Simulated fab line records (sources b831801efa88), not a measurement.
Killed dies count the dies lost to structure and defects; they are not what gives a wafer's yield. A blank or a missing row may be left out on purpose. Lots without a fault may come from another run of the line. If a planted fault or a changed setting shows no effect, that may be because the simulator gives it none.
Matching of chambers	flow sky130	rie diel-01 running SKY_CONTACT_ETCH_16: 4 sister chambers
The step etches BARC in N2/H2, stops on SiO2, time 45.9 s, target depth 60 nm. 4 wafers are shown with their chamber, then 7 later ones without.

WAFERS, EACH WITH ITS CHAMBER
wafer	chamber	throttle valve pct (%)
L874.3	2	13.224
L881.1	0	13.244
L882.2	3	13.209
L882.3	1	13.222

WAFERS WITHOUT THEIR CHAMBER
wafer	throttle valve pct (%)
L882.5	13.219
L884.1	13.221
L884.4	13.214
L884.5	13.244
L887.3	13.219
L887.4	13.218
L887.6	13.236

CHAMBER TAKEN BY EACH
wafer	from the rows above	in truth
L882.5	can't be placed: 1 or 2 or 3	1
L884.1	can't be placed: 1 or 2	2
L884.4	can't be placed: 3 or 1 or 2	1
L884.5	0	0
L887.3	can't be placed: 1 or 2 or 3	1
L887.4	can't be placed: 1 or 2 or 3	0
L887.6	can't be placed: 0 or 2 or 1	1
Placed correctly: 1 of 7. From these rows, 6 cannot be placed; in 5 the true chamber is one of the candidates. Number placed wrongly: 0.
How it was worked out, from the rows above alone: a wafer's distance from a chamber is the root of the sum, over the readings, of the square of ((its reading less the chamber's mean) divided by the reading's scatter). The wafer belongs to the nearest chamber; if the next one is less than 2 further off, it can't be placed. The mean given for a chamber averages the wafers shown for that chamber. The scatter: root of mean squared gap, hidden wafer to nearest shown wafer, with one shown wafer a chamber.
